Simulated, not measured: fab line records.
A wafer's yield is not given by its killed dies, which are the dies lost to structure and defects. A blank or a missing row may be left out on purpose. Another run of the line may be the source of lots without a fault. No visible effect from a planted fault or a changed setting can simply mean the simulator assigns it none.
Which tool did it? :: flow gf180mcu :: 39 wafers from 13 lots sampled at 6 of the route's 602 steps

== WHAT EACH GAUGE READ, for each wafer ==
GF_MVPSD_TW_MEAS_11.
lot: L328
measured: day 5 07:52
on: film-metro-02
MVPSD_TW: 550 552 553

lot: L329
measured: day 5 13:44
on: film-metro-04
MVPSD_TW: 558 554 554

lot: L330
measured: day 5 19:25
on: film-metro-04
MVPSD_TW: 559 555 555

lot: L332
measured: day 6 10:54
on: film-metro-01
MVPSD_TW: 559 558 556

lot: L333
measured: day 6 20:22
on: film-metro-02
MVPSD_TW: 555 555 556

lot: L334
measured: day 6 22:05
on: film-metro-04
MVPSD_TW: 550 551 552

lot: L336
measured: day 7 07:40
on: film-metro-01
MVPSD_TW: 560 558 560

lot: L343
measured: day 9 03:08
on: film-metro-01
MVPSD_TW: 542 543 542 541 543 542

lot: L342
measured: day 9 04:14
on: film-metro-02
MVPSD_TW: 536 540 538 537 539 537

lot: L346
measured: day 9 20:49
on: film-metro-04
MVPSD_TW: 557 558 558

lot: L348
measured: day 10 08:55
on: film-metro-04
MVPSD_TW: 557 557 556

lot: L349
measured: day 10 13:36
on: film-metro-01
MVPSD_TW: 556 561 553

lot: L350
measured: day 10 19:27
on: film-metro-04
MVPSD_TW: 558 554 554

GF_VT_IMPLANT_RS_MEAS_49: a four-point-probe measurement.
lot: L328
measured: day 7 21:46
on: film-metro-01
MVPSD_RS (ohm/sq): 1164 1164 1165

lot: L329
measured: day 8 05:16
on: film-metro-01
MVPSD_RS (ohm/sq): 1163 1165 1160

lot: L330
measured: day 8 10:55
on: film-metro-01
MVPSD_RS (ohm/sq): 1165 1168 1166

lot: L332
measured: day 9 05:39
on: film-metro-04
MVPSD_RS (ohm/sq): 1169 1171 1170

lot: L333
measured: day 9 14:26
on: film-metro-02
MVPSD_RS (ohm/sq): 1165 1165 1165

lot: L334
measured: day 9 16:32
on: film-metro-01
MVPSD_RS (ohm/sq): 1167 1169 1166

lot: L336
measured: day 10 03:10
on: film-metro-02
MVPSD_RS (ohm/sq): 1169 1172 1171

lot: L343
measured: day 12 07:05
on: film-metro-02
MVPSD_RS (ohm/sq): 1233 1232 1231 1232 1233 1231

lot: L342
measured: day 12 07:34
on: film-metro-01
MVPSD_RS (ohm/sq): 1232 1226 1231 1230 1229 1234

lot: L346
measured: day 13 02:50
on: film-metro-04
MVPSD_RS (ohm/sq): 1167 1169 1165

lot: L348
measured: day 13 14:41
on: film-metro-02
MVPSD_RS (ohm/sq): 1172 1172 1172

lot: L349
measured: day 13 19:17
on: film-metro-04
MVPSD_RS (ohm/sq): 1171 1171 1168

lot: L350
measured: day 14 03:28
on: film-metro-01
MVPSD_RS (ohm/sq): 1168 1167 1166

GF_V1_BOW_MEAS_05.
lot: L328
measured: day 17 18:29
on: film-metro-03
V1_BOW (um): 96 93 91

lot: L329
measured: day 18 02:23
on: film-metro-04
V1_BOW (um): 77 76 84

lot: L330
measured: day 18 08:13
on: film-metro-03
V1_BOW (um): 74 73 80

lot: L332
measured: day 19 12:04
on: film-metro-01
V1_BOW (um): 80 83 77

lot: L333
measured: day 19 23:07
on: film-metro-01
V1_BOW (um): 90 88 78

lot: L334
measured: day 20 00:39
on: film-metro-01
V1_BOW (um): 70 81 89

lot: L336
measured: day 20 16:40
on: film-metro-04
V1_BOW (um): 82 72 83

lot: L343
measured: day 23 11:08
on: film-metro-03
V1_BOW (um): 74 78 81

lot: L342
measured: day 23 13:07
on: film-metro-03
V1_BOW (um): 94 93 81

lot: L346
measured: day 24 06:55
on: film-metro-01
V1_BOW (um): 78 91 81

lot: L348
measured: day 24 21:20
on: film-metro-03
V1_BOW (um): 82 86 77

lot: L349
measured: day 24 23:57
on: film-metro-03
V1_BOW (um): 79 88 73

lot: L350
measured: day 25 09:13
on: film-metro-01
V1_BOW (um): 78 93 97

GF_V2_THK_MEAS_03.
lot: L328
measured: day 19 21:54
on: film-metro-02
V2_CVD_02_THK (nm): 837 844 847

lot: L329
measured: day 20 04:57
on: film-metro-01
V2_CVD_02_THK (nm): 833 833 834

lot: L330
measured: day 20 12:22
on: film-metro-04
V2_CVD_02_THK (nm): 847 836 852

lot: L332
measured: day 21 15:32
on: film-metro-01
V2_CVD_02_THK (nm): 844 854 853

lot: L333
measured: day 22 02:44
on: film-metro-02
V2_CVD_02_THK (nm): 848 852 865

lot: L334
measured: day 22 03:41
on: film-metro-02
V2_CVD_02_THK (nm): 831 838 848

lot: L336
measured: day 22 19:04
on: film-metro-02
V2_CVD_02_THK (nm): 835 854 865

lot: L343
measured: day 25 09:41
on: film-metro-02
V2_CVD_02_THK (nm): 838 837 855

lot: L342
measured: day 25 11:58
on: film-metro-01
V2_CVD_02_THK (nm): 840 836 847

lot: L346
measured: day 26 04:50
on: film-metro-01
V2_CVD_02_THK (nm): 839 869 858

lot: L348
measured: day 26 18:22
on: film-metro-02
V2_CVD_02_THK (nm): 856 849 870

lot: L349
measured: day 26 21:14
on: film-metro-04
V2_CVD_02_THK (nm): 856 847 855

lot: L350
measured: day 27 05:22
on: film-metro-01
V2_CVD_02_THK (nm): 846 846 850

GF_V2_BOW_MEAS_05.
lot: L328
measured: day 19 22:47
on: film-metro-01
V2_BOW (um): 114 110 108

lot: L329
measured: day 20 05:22
on: film-metro-04
V2_BOW (um): 94 94 103

lot: L330
measured: day 20 12:44
on: film-metro-02
V2_BOW (um): 91 87 94

lot: L332
measured: day 21 15:55
on: film-metro-02
V2_BOW (um): 93 95 89

lot: L333
measured: day 22 03:13
on: film-metro-04
V2_BOW (um): 103 102 93

lot: L334
measured: day 22 04:03
on: film-metro-01
V2_BOW (um): 91 97 107

lot: L336
measured: day 22 19:27
on: film-metro-02
V2_BOW (um): 99 87 99

lot: L343
measured: day 25 10:03
on: film-metro-01
V2_BOW (um): 92 97 101

lot: L342
measured: day 25 12:19
on: film-metro-02
V2_BOW (um): 110 111 99

lot: L346
measured: day 26 05:20
on: film-metro-02
V2_BOW (um): 101 114 104

lot: L348
measured: day 26 18:43
on: film-metro-02
V2_BOW (um): 99 104 92

lot: L349
measured: day 26 21:35
on: film-metro-04
V2_BOW (um): 95 106 91

lot: L350
measured: day 27 05:44
on: film-metro-04
V2_BOW (um): 98 112 117

== EACH LOT AND THE TOOL THAT RAN IT (in order: tool; ch and the chambers of the sampled wafers; start) ==
lot: L328
GF_MVPSD_IMPLANT_08: implanter-04 ch 0, day 5 07:28

lot: L329
GF_MVPSD_IMPLANT_08: implanter-04 ch 0, day 5 13:20

lot: L330
GF_MVPSD_IMPLANT_08: implanter-04 ch 0, day 5 19:01

lot: L332
GF_MVPSD_IMPLANT_08: implanter-01 ch 0, day 6 10:32

lot: L333
GF_MVPSD_IMPLANT_08: implanter-02 ch 0, day 6 19:59

lot: L334
GF_MVPSD_IMPLANT_08: implanter-04 ch 0, day 6 21:41

lot: L336
GF_MVPSD_IMPLANT_08: implanter-02 ch 0, day 7 07:18

lot: L343
GF_MVPSD_IMPLANT_08: implanter-04 ch 0, day 9 02:45

lot: L342
GF_MVPSD_IMPLANT_08: implanter-04 ch 0, day 9 03:50

lot: L346
GF_MVPSD_IMPLANT_08: implanter-02 ch 0, day 9 20:25

lot: L348
GF_MVPSD_IMPLANT_08: implanter-02 ch 0, day 10 08:31

lot: L349
GF_MVPSD_IMPLANT_08: implanter-02 ch 0, day 10 13:12

lot: L350
GF_MVPSD_IMPLANT_08: implanter-01 ch 0, day 10 19:03
- GF_MVPSD_IMPLANT_08

== AS READ BY THE TOOLS THEMSELVES (means over the sampled wafers that have a number; for cases with no such wafer, the mark the record gives instead) ==
GF_MVPSD_IMPLANT_08.
lot: L328
tool: implanter-04
beam-energy-keV: 170.00
dose-ions-cm2: 1.5e+13
faraday-current-uA: 86.1

lot: L329
tool: implanter-04
beam-energy-keV: 169.97
dose-ions-cm2: 1.5e+13
faraday-current-uA: 83.3

lot: L330
tool: implanter-04
beam-energy-keV: 169.99
dose-ions-cm2: 1.5e+13
faraday-current-uA: 87.0

lot: L332
tool: implanter-01
beam-energy-keV: 169.99
dose-ions-cm2: 1.5e+13
faraday-current-uA: 84.8

lot: L333
tool: implanter-02
beam-energy-keV: 170.04
dose-ions-cm2: 1.5e+13
faraday-current-uA: 82.8

lot: L334
tool: implanter-04
beam-energy-keV: 169.98
dose-ions-cm2: 1.5e+13
faraday-current-uA: 83.8

lot: L336
tool: implanter-02
beam-energy-keV: 170.06
dose-ions-cm2: 1.5e+13
faraday-current-uA: 83.1

lot: L343
tool: implanter-04
beam-energy-keV: 169.91
dose-ions-cm2: 1.3e+13
faraday-current-uA: 75.1

lot: L342
tool: implanter-04
beam-energy-keV: 169.95
dose-ions-cm2: 1.3e+13
faraday-current-uA: 76.1

lot: L346
tool: implanter-02
beam-energy-keV: 170.08
dose-ions-cm2: 1.5e+13
faraday-current-uA: 84.4

lot: L348
tool: implanter-02
beam-energy-keV: 169.99
dose-ions-cm2: 1.5e+13
faraday-current-uA: 85.1

lot: L349
tool: implanter-02
beam-energy-keV: 169.98
dose-ions-cm2: 1.5e+13
faraday-current-uA: 82.7

lot: L350
tool: implanter-01
beam-energy-keV: 169.93
dose-ions-cm2: 1.5e+13
faraday-current-uA: 84.9

== THE ANSWER, worked out from the rows above alone ==
Rule: what is usual is taken from the lots themselves. The widest of any qualifying gaps counts: lots, ordered by their means at a reading, are off when they make up no more than a third of the lots, leave a main group of 4 or more, and stand apart from it by 3 or more times the standard deviation of that group's means. A main group is skipped when, at the precision printed for the reading in the tables above, its means are all equal. Also off: a lot with no number at a reading for which 4 or more lots have one. The other lots that the step has rows for count as sound. Order of review: gauges by route order, followed by the tools' own readings, for which a lot's mean as printed above is used. The first step at which some lot is off is used, and at that step the reading that is off furthest; a lot without a number counts as furthest.
Off: L343, L342, at GF_MVPSD_TW_MEAS_11 (MVPSD_TW). For the main group the mean is 556 and the standard deviation 2.4.
If a tool, at a process step before that reading, ran all the lots that are off and no sound lot after the first of them, it fits. The gauges at GF_MVPSD_TW_MEAS_11 aren't tried: what is off there is off at GF_MVPSD_IMPLANT_08 too, on other tools, and a gauge's error can't cause that. One fits: GF_MVPSD_IMPLANT_08 on implanter-04. A fault onset in the window from L334 (day 6 21:41, its last sound lot) to L343 (day 9 02:45, its first lot off) fits.
The tool's own readings at GF_MVPSD_IMPLANT_08 bear it out: on the lots that are off they differ by more than 5 times the standard deviation of the sound lots' means. dose-ions-cm2 reads 1.3e+13 there against 1.5e+13 on the sound lots; faraday-current-uA reads 75.6 there against 84.4 on the sound lots.

== WHAT THE SIMULATOR HAD PUT IN ==
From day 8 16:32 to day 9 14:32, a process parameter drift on implanter-04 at GF_MVPSD_IMPLANT_08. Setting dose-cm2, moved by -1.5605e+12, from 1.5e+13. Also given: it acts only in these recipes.
Shown lots that were struck: L343, L342. This agrees with what the rule above found.
